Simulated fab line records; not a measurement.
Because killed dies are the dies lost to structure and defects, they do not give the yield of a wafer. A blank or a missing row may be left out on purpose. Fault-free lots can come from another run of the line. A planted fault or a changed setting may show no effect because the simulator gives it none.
Struck lot and sound lot, side by side | flow sky130 | 15 out of 708 route steps
Sound: these wafers, L674.2, L674.3, L674.6. Struck: wafers L682.5, L682.6 (left out: L682.4, a lot-mate that was not struck); the cause follows at the end.
Order at every step that has rows: each side's tool, ch and its chambers, its first start. Under that, the readings that differ: sound wafers | struck wafers | difference of the means | sigmas: that difference in standard deviations of wafers without a fault.
alike: readings with means less than 2 such deviations apart, plus words and numbers identical on both sides. not compared: withheld readings, readings lacking a value on some wafer, bounds such as >300 that could conceal the same value, and numbers that have no deviation in the record and whose values overlap.
A row with sigmas, a row that says differs or no value, or rows on one side alone: a step with any of these is where the two part. Numbers that have no deviation but don't overlap get no sigmas and don't part them. A reading that every wafer of one side lacks parts them only if that side has two wafers or more.

SKY_VIA2_STRIP_16: strips in O2/N2.
  sound on plasmaAsher-03 ch 0,1, day 39 10:16; struck on plasmaAsher-02 ch 0,1, day 41 07:43
  alike: drypumpMotorCurrentA, oesProductAu, stripTimeToEndpointS
  not compared: rfHoursCounterH
then, 3 steps without rows for these wafers: SKY_VIA2_STRIP_17 (strips in post etch residue remover, time 1200 s); SKY_VIA2_CLEAN_18 (cleans in IPA, time 180 s); SKY_VIA2_CLEAN_19 (cleans in O3/DIW).
SKY_VIA2_SPUTTER_20: material TiN, target thk 20 nm, time 80 s.
  sound on pvdSputter-03 at day 39 10:52; struck on pvdSputter-01 at day 41 08:16
  alike: cathodeDcPowerW, throttleValvePct
SKY_VIA2_CVD_21: deposits W, target thk 420 nm, time 126.4 s.
  sound on cvdW-02 ch 0,1, day 39 10:56; struck on cvdW-01 ch 0,1, day 41 08:22
  alike: heaterPowerOuterW, heaterPowerW
  not compared: sinceWetCleanH
SKY_VIA2_RS_MEAS_22: measurement is done with a four-point probe.
  sound on filmMetro-03 at day 39 11:05; struck on filmMetro-03 at day 41 08:31
  alike: VIA2_W_RS
SKY_VIA2_THK_MEAS_23: measures by xrf.
  sound on filmMetro-03 at day 39 11:11; struck on filmMetro-03 at day 41 08:37
  alike: VIA2_W_THK
then, 1 step without rows for these wafers: SKY_VIA2_CMP_24 (polishes, stops on SiO2, t overpolish 20 s, target thk 0 nm).
SKY_METAL3_SPUTTER_00: material Ti, target thk 15 nm, time 10 s.
  sound on pvdSputter-02 at day 39 11:32; struck on pvdSputter-02 at day 41 08:56
  alike: cathodeDcPowerW, throttleValvePct
then, 2 steps without rows for these wafers: SKY_METAL3_SPUTTER_01 (material TiN, target thk 20 nm, time 16.7 s); SKY_METAL3_SPUTTER_02 (material AlCu, target thk 735 nm, time 39.1 s).
SKY_METAL3_SPUTTER_03: material Ti, target thk 5 nm, time 3.3 s.
  sound on pvdSputter-02 at day 39 11:37; struck on pvdSputter-02 at day 41 09:01
reading                                  | sound             | struck    | difference | sigmas
model.Ti_of_METAL3_SPUTTER_03.thkNm (nm) | 5.001 5.186 5.069 | 3.338 3.3 | -1.766     | 
  alike: cathodeDcPowerW, throttleValvePct
SKY_METAL3_SPUTTER_04: material TiN, target thk 70 nm, time 58.3 s.
  sound on pvdSputter-02 at day 39 11:38; struck on pvdSputter-02 at day 41 09:02
  alike: cathodeDcPowerW, throttleValvePct
after that, 1 step had no rows for these wafers: SKY_PAD_OPEN_PROBE_99.

== WHERE THEY PART ==
Nowhere in this record.

WHY: the cause the simulator had injected
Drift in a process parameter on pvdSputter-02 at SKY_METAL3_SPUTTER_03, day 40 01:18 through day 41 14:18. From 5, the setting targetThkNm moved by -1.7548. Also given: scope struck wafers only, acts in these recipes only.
